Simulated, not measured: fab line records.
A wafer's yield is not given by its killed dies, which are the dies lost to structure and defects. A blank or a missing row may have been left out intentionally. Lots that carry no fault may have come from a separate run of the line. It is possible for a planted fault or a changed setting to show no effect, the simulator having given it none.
Split-lot trial || flow sky130 || route with 708 steps; 5 lots, 23 wafers read

THE SPLIT ITSELF
At SKY_NWELL_IMPLANT_24, the setting energy kev was moved away from the recipe's 140 on 10 of the 23 wafers read, by -5.4% to +4.1%. This setting was run at the recipe's value on the other wafers.

The reading is taken at the split's own step.

THE READING
implant.drp nm (the simulator's own value, which no gauge read), in nm, at SKY_NWELL_IMPLANT_24. There is no usual value for it anywhere in the file.

{"wafer": "L076.1", "tool, chamber at the split": "implanter-02, 0", "energy kev as run": 140, "against the recipe": "recipe", "implant.drp nm, nm": 95.47, "against lot-mates on the recipe": "-"}
{"wafer": "L076.5", "tool, chamber at the split": "implanter-02, 0", "energy kev as run": 140, "against the recipe": "recipe", "implant.drp nm, nm": 95.47, "against lot-mates on the recipe": "-"}
{"wafer": "L076.6", "tool, chamber at the split": "implanter-02, 0", "energy kev as run": 140, "against the recipe": "recipe", "implant.drp nm, nm": 95.47, "against lot-mates on the recipe": "-"}
{"wafer": "L076.2", "tool, chamber at the split": "implanter-02, 0", "energy kev as run": 132.4, "against the recipe": "-5.4%", "implant.drp nm, nm": 93.41, "against lot-mates on the recipe": -2.06}
{"wafer": "L076.4", "tool, chamber at the split": "implanter-02, 0", "energy kev as run": 132.4, "against the recipe": "-5.4%", "implant.drp nm, nm": 93.41, "against lot-mates on the recipe": -2.06}
{"wafer": "L079.1", "tool, chamber at the split": "implanter-04, 0", "energy kev as run": 142.9, "against the recipe": "+2.1%", "implant.drp nm, nm": 96.21, "against lot-mates on the recipe": "+0.74"}
{"wafer": "L079.4", "tool, chamber at the split": "implanter-04, 0", "energy kev as run": 142.9, "against the recipe": "+2.1%", "implant.drp nm, nm": 96.21, "against lot-mates on the recipe": "+0.74"}
{"wafer": "L079.3", "tool, chamber at the split": "implanter-04, 0", "energy kev as run": 140, "against the recipe": "recipe", "implant.drp nm, nm": 95.47, "against lot-mates on the recipe": "-"}
{"wafer": "L079.5", "tool, chamber at the split": "implanter-04, 0", "energy kev as run": 140, "against the recipe": "recipe", "implant.drp nm, nm": 95.47, "against lot-mates on the recipe": "-"}
{"wafer": "L079.6", "tool, chamber at the split": "implanter-04, 0", "energy kev as run": 140, "against the recipe": "recipe", "implant.drp nm, nm": 95.47, "against lot-mates on the recipe": "-"}
{"wafer": "L080.2", "tool, chamber at the split": "implanter-04, 0", "energy kev as run": 140, "against the recipe": "recipe", "implant.drp nm, nm": 95.47, "against lot-mates on the recipe": "-"}
{"wafer": "L080.6", "tool, chamber at the split": "implanter-04, 0", "energy kev as run": 140, "against the recipe": "recipe", "implant.drp nm, nm": 95.47, "against lot-mates on the recipe": "-"}
{"wafer": "L080.3", "tool, chamber at the split": "implanter-04, 0", "energy kev as run": 145.8, "against the recipe": "+4.1%", "implant.drp nm, nm": 96.92, "against lot-mates on the recipe": "+1.45"}
{"wafer": "L080.4", "tool, chamber at the split": "implanter-04, 0", "energy kev as run": 145.8, "against the recipe": "+4.1%", "implant.drp nm, nm": 96.92, "against lot-mates on the recipe": "+1.45"}
{"wafer": "L080.5", "tool, chamber at the split": "implanter-04, 0", "energy kev as run": 145.8, "against the recipe": "+4.1%", "implant.drp nm, nm": 96.92, "against lot-mates on the recipe": "+1.45"}
{"wafer": "L083.1", "tool, chamber at the split": "implanter-01, 0", "energy kev as run": 135.7, "against the recipe": "-3.1%", "implant.drp nm, nm": 94.32, "against lot-mates on the recipe": -1.15}
{"wafer": "L083.3", "tool, chamber at the split": "implanter-01, 0", "energy kev as run": 135.7, "against the recipe": "-3.1%", "implant.drp nm, nm": 94.32, "against lot-mates on the recipe": -1.15}
{"wafer": "L083.6", "tool, chamber at the split": "implanter-01, 0", "energy kev as run": 135.7, "against the recipe": "-3.1%", "implant.drp nm, nm": 94.32, "against lot-mates on the recipe": -1.15}
{"wafer": "L083.4", "tool, chamber at the split": "implanter-01, 0", "energy kev as run": 140, "against the recipe": "recipe", "implant.drp nm, nm": 95.47, "against lot-mates on the recipe": "-"}
{"wafer": "L083.5", "tool, chamber at the split": "implanter-01, 0", "energy kev as run": 140, "against the recipe": "recipe", "implant.drp nm, nm": 95.47, "against lot-mates on the recipe": "-"}
{"wafer": "L084.3", "tool, chamber at the split": "implanter-02, 0", "energy kev as run": 140, "against the recipe": "recipe", "implant.drp nm, nm": 95.47, "against lot-mates on the recipe": "-"}
{"wafer": "L084.4", "tool, chamber at the split": "implanter-02, 0", "energy kev as run": 140, "against the recipe": "recipe", "implant.drp nm, nm": 95.47, "against lot-mates on the recipe": "-"}
{"wafer": "L084.6", "tool, chamber at the split": "implanter-02, 0", "energy kev as run": 140, "against the recipe": "recipe", "implant.drp nm, nm": 95.47, "against lot-mates on the recipe": "-"}

THE FIT
A straight line over all 23 wafers: implant.drp nm changes by +0.366 nm for each +1% of energy kev; r = +1.00; the points scatter about the line by 0.029 nm.
The same after taking each lot's own level away (the mean of its wafers on the recipe; 23 wafers): +0.366 nm for each +1%; r = +1.00; scatter 0.029 nm.
Per that fit: largest energy kev move, reading shift of 2 nm.
The lots' own levels span 95.470 to 95.470 nm.
Consequently the slope shifts little with the lot-to-lot level, the two slopes agreeing.
Check: -1.99 nm against its lot-mates is what the line predicts for one of the wafers moved furthest among these (-5.4%) when that wafer is left out of the fit. Against them it came out at -2.06 nm.

FURTHER SPLITS ON THESE WAFERS
Before the reading, these wafers also passed through other splits. Each is held against what the fit with the lots' levels taken away leaves over:
{"other split on the same wafers": "SKY_FIELD_ISO_EXPOSE_10 dose mj", "wafers away from the commonest value": 11, "r with implant.drp nm (lot level and that fit taken away)": "+0.28"}
{"other split on the same wafers": "SKY_FIELD_ISO_ETCH_17 icp w", "wafers away from the commonest value": 6, "r with implant.drp nm (lot level and that fit taken away)": "+0.28"}
{"other split on the same wafers": "SKY_PWDE_IMPLANT_08 energy kev", "wafers away from the commonest value": 8, "r with implant.drp nm (lot level and that fit taken away)": -0.16}
{"other split on the same wafers": "SKY_NWELL_IMPLANT_13 energy kev", "wafers away from the commonest value": 9, "r with implant.drp nm (lot level and that fit taken away)": -0.30}

THE FILE'S OWN FIT
implant.drp nm changes by +0.369 nm for each +1% of energy kev, r = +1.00.
